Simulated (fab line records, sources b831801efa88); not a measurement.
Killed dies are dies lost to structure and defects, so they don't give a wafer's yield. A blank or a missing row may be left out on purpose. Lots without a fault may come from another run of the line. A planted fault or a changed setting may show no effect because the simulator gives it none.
A struck lot beside a sound one | flow sky130 | 18 steps out of a route of 708
Sound: wafers L286.1, L286.2, L286.6. Struck: wafers L282.4, L282.5, L282.6. The cause comes at the end.
At each step with rows: each side's tool, then ch and its chambers, then its first start. Under that, the readings that differ: sound wafers | struck wafers | difference of the means | sigmas: that difference in standard deviations of wafers without a fault.
alike: readings whose means differ by less than 2 such deviations, and words and numbers that are the same on both sides. not compared: withheld readings, readings that some wafer has no value for, bounds like >300 that may hide the same value, and numbers for which the record gives no deviation and whose values overlap.
The two part at a step that has a row with sigmas, a row that says differs or no value, or rows on one side only. Numbers that don't overlap but have no deviation are shown without sigmas and don't part them. A reading that every wafer of one side lacks parts them only if that side has two wafers or more.

first, 3 steps without rows for these wafers: SKY_LI_CONTACT_EXPOSE_09 (exposes mask LICM1, target cd 170 nm); SKY_LI_CONTACT_PEB_10; SKY_LI_CONTACT_DEVELOP_11 (develop time 60 s).
SKY_LI_CONTACT_CD_MEAS_12: target cd 170 nm.
  sound on cd_sem-02, day 34 17:12; struck on cd_sem-01, day 34 07:13
  alike: cd_nm
SKY_LI_CONTACT_OVL_MEAS_13:
  sound on overlay-02, day 34 17:19; struck on overlay-01, day 34 07:17
  alike: LI_CONTACT_OVL
SKY_LI_CONTACT_ETCH_14: etches BARC in N2/H2, stops on SiO2, time 45.9 s, target depth 60 nm.
  sound on rie_diel-04 ch 1,2,3, day 34 17:21; struck on rie_diel-02 ch 0,1,3, day 34 07:18
  alike: drypump_motor_current_A, oes_product_au, throttle_valve_pct
  not compared: rf_hours_counter_h
SKY_LI_CONTACT_ETCH_15: etches PSG in C4F8/O2/Ar, stops on Si, target depth 600 nm.
  sound on rie_diel-04 ch 1,2,3, day 34 17:23; struck on rie_diel-02 ch 0,1,3, day 34 07:21
  alike: oes_product_au
SKY_LI_CONTACT_STRIP_16: strips in O2/N2.
  sound on plasma_asher-02 ch 0,1, day 34 17:29; struck on plasma_asher-03 ch 0,1, day 34 07:28
  alike: drypump_motor_current_A, oes_product_au, strip_time_to_endpoint_s
  not compared: rf_hours_counter_h
then, 2 steps without rows for these wafers: SKY_LI_CONTACT_CLEAN_17 (cleans in NMP, time 600 s); SKY_LI_CONTACT_PRE_CLEAN_18 (time 5.6 s).
SKY_LI_CONTACT_SPUTTER_19: material Ti, target thk 20 nm, time 106.37 s.
  sound on pvd_sputter-02, day 34 17:47; struck on pvd_sputter-01, day 34 07:44
  alike: throttle_valve_pct
then, 1 step without rows for these wafers: SKY_LI_CONTACT_SPUTTER_20 (material TiN, target thk 20 nm, time 80 s).
SKY_LI_CONTACT_CVD_21: deposits W, target thk 400 nm, time 120.56 s.
  sound on cvd_w-02 ch 0,1, day 34 17:55; struck on cvd_w-01 ch 0, day 34 07:59
  reading                                  | sound             | struck            | difference | sigmas
  chamber_pressure_Torr (Torr)             | 39.95 39.93 40.16 | 30.90 30.88 30.88 | -9.13      | -99 or more
  model.W_of_LI_CONTACT_CVD_21.thk_nm (nm) | 398 404.7 409.1   | 342.2 341.5 340.8 | -62.4      |
  alike: heater_power_w
  not compared: since_wet_clean_h
SKY_LI_CONTACT_RS_MEAS_22: measures by four-point-probe.
  sound on film_metro-01, day 34 18:02; struck on film_metro-01, day 34 08:28
  reading                  | sound             | struck            | difference | sigmas
  LI_CONTACT_W_RS (ohm/sq) | 0.287 0.281 0.278 | 0.333 0.334 0.334 | +0.052     | +13
  not compared: hold
SKY_LI_CONTACT_THK_MEAS_23: measures by xrf.
  sound on film_metro-01, day 34 18:10; struck on film_metro-01, day 34 15:59
  reading               | sound       | struck      | difference | sigmas
  LI_CONTACT_W_THK (nm) | 404 410 413 | 347 346 345 | -63        | -9
  not compared: hold
SKY_LI_CONTACT_CMP_24: polishes, stops on PSG, t overpolish 20 s, target thk 0 nm.
  sound on cmp-02 ch 2,3, day 34 18:13; struck on cmp-01 ch 2,3, day 34 17:41
  reading                | sound    | struck                                                                     | difference                   | sigmas
  hold                   | - - -    | await_dispo/1.6h/release await_dispo/1.6h/release await_dispo/1.6h/release | no value on the sound wafers |
  time_to_endpoint_s (s) | 93 96 99 | 84 88 85                                                                   | -10                          | -3
  alike: motor_current_A
SKY_LOCAL_INTERCONNECT_SPUTTER_00: material TiN, target thk 100 nm, time 83.3 s.
  sound on pvd_sputter-01, day 34 18:31; struck on pvd_sputter-01, day 34 17:59
  alike: throttle_valve_pct
then, 1 step without rows for these wafers: SKY_PAD_OPEN_PROBE_99.

WHERE THEY PART
First at SKY_LI_CONTACT_CVD_21; last, within this record, at SKY_LI_CONTACT_CMP_24. Later steps at which nothing parts them and some readings are alike: SKY_LOCAL_INTERCONNECT_SPUTTER_00.

WHY: what the simulator had put in
Process parameter drift: cvd_w-01, from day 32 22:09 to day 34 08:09, at SKY_LI_CONTACT_CVD_21. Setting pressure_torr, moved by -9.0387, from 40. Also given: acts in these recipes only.
